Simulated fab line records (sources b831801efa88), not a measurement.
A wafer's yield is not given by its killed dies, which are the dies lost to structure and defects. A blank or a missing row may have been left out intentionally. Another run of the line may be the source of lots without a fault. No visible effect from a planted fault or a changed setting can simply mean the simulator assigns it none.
A lot that was struck, set against a sound lot -- flow sky130 -- 21 out of 708 route steps
Sound: wafers L603.2, L603.3, L603.5. The struck wafers were L619.1, L619.2, L619.6. At the end, the cause is stated.
Per side, at each step with rows, come the tool, then ch with its chambers, and then its first start. Under that, the readings that differ: sound wafers -- struck wafers -- difference of the means -- sigmas: that difference in standard deviations of wafers without a fault.
alike: readings whose means differ by less than 2 such deviations, and words and numbers that are the same on both sides. not compared: withheld readings, readings that some wafer has no value for, bounds like >300 that may hide the same value, and numbers for which the record gives no deviation and whose values overlap.
Wherever a step has rows on one side only, a row that says differs or no value, or a row with sigmas, the two part there. Numbers that have no deviation but don't overlap get no sigmas and don't part them. A reading that every wafer of one side lacks parts them only if that side has two wafers or more.

first, 1 step without rows for these wafers: SKY_RES_XHIGH_IMPLANT_07.
SKY_RES_XHIGH_STRIP_08: strips in O2/N2.
  sound on plasmaAsher-04 ch 0, day 28 02:03; struck on plasmaAsher-04 ch 0,1, day 33 11:01
  alike: drypumpMotorCurrentA, oesProductAu, stripTimeToEndpointS
  not compared: rfHoursCounterH
SKY_RES_XHIGH_TW_MEAS_09:
  sound: filmMetro-03 at day 28 02:10; struck: filmMetro-01 at day 33 11:07
  alike: RES_XHIGH_TW
then, 7 steps without rows for these wafers: SKY_SD_N_DEHYDRATE_00 (time 60 s); SKY_SD_N_HMDS_01 (prime time 60 s); SKY_SD_N_COAT_02 (resist thk 1140 nm); SKY_SD_N_SOFTBAKE_03 (time 60 s); SKY_SD_N_EXPOSE_04 (exposes mask NSDM, target cd 380 nm); SKY_SD_N_PEB_05; SKY_SD_N_DEVELOP_06 (develop time 60 s).
SKY_SD_N_CD_MEAS_07 targets a cd of 380 nm.
  sound: cdSem-01 at day 29 06:55; struck: cdSem-02 at day 34 13:13
  alike: cdNm
SKY_SD_N_OVL_MEAS_08:
  sound: overlay-01 at day 29 07:01; struck: overlay-01 at day 34 13:20
  alike: SD_N_OVL
SKY_SD_N_IMPLANT_09:
  sound on implanter-03 ch 0, day 29 07:05; struck on implanter-02 ch 0, day 34 13:22
reading,sound,struck,difference,sigmas
beamOnS (s),17.8 18.9 18.1,12.7 12.7 12.2,-5.7,-6
doseIonsCm2,3.998e+15 4.002e+15 4.002e+15,2.503e+15 2.505e+15 2.507e+15,-1.496e+15,-99 or more
following that, these wafers have no rows for 1 step: SKY_SD_N_IMPLANT_10.
SKY_SD_N_STRIP_11: strips in O2/N2.
  sound on plasmaAsher-03 ch 0,1, day 29 07:21; struck on plasmaAsher-02 ch 0,1, day 34 13:40
reading,sound,struck,difference,sigmas
oesProductAu (a.u.),0.517 0.527 0.533,0.559 0.550 0.552,+0.028,+6
stripTimeToEndpointS (s),22.63 22.60 22.67,20.93 20.88 20.88,-1.74,-41
  alike: drypumpMotorCurrentA
  not compared: rfHoursCounterH
SKY_SD_N_TW_MEAS_12:
  sound: filmMetro-01 at day 29 07:28; struck: filmMetro-03 at day 34 13:46
  alike: SD_N_TW
then, 1 step without rows for these wafers: SKY_SD_N_CLEAN_13 (cleans in SC1/SC2, time 150 s).
SKY_SD_N_RTA_14: time 2 s.
  sound on rtpAnneal-01 ch 0, day 29 07:35; struck on rtpAnneal-01 ch 0, day 34 13:53
  alike: lampPowerPct, wafer_temp_C_max
SKY_SD_N_RS_MEAS_16: the measuring method here is four-point-probe.
  sound: filmMetro-03 at day 29 07:46; struck: filmMetro-04 at day 34 14:03
reading,sound,struck,difference,sigmas
SD_N_RS (ohm/sq),68.66 68.61 68.51,73.80 73.75 73.75,+5.17,+43
SKY_SD_N_RS_MEAS_17: the measuring method here is four-point-probe.
  sound: filmMetro-03 at day 29 07:53; struck: filmMetro-04 at day 34 14:10
  alike: SD_P_RS
-- the record jumps here: 16 days lie between the struck wafers' starts before and after (it left off in module SD_N and takes up again in module PAD_OPEN, whose first step shown is number 708 of the route) --
SKY_PAD_OPEN_PROBE_99:
  sound: prober-01 at day 47 02:20; struck: prober-02 at day 50 21:56
reading,sound,struck,difference,sigmas
model.etest.resNdiff.lineOhmUm,768.4 766.9 756.3,871 864.8 861.2,+102,
model.etest.nfetG5v0d10v5.rOnOhmUm,1862 1848 1874,1922 1935 1960,+78,
model.etest.sonosUncharged.rOnOhmUm,846 829.9 828.5,850.7 863.2 860.2,+23.2,
model.etest.liconNdiff.rcOhm,184.2 182.7 193.2,199.8 198.4 193.9,+10.7,
model.etest.resNdiffHv.rsOhmSq,112 112.7 112.9,129.3 127.7 127.8,+15.7,
model.etest.resNdiff.rsOhmSq,118.3 118.4 117.8,134.8 133.9 134.1,+16.1,
  alike: killed_at_M0_to_M3, killed_at_M4_up, killedAtContacts, killedAtFrontEnd, killedAtOther, killedDies, killedOpen, killedShort

WHERE THEY PART
At SKY_SD_N_IMPLANT_09 first; at SKY_SD_N_RS_MEAS_16 last (within this record only). Later steps at which nothing parts them and some readings are alike: SKY_SD_N_RS_MEAS_17, SKY_PAD_OPEN_PROBE_99.

WHY: whatever the simulator had introduced
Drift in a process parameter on implanter-02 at SKY_SD_N_IMPLANT_09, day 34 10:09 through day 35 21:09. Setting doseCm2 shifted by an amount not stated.
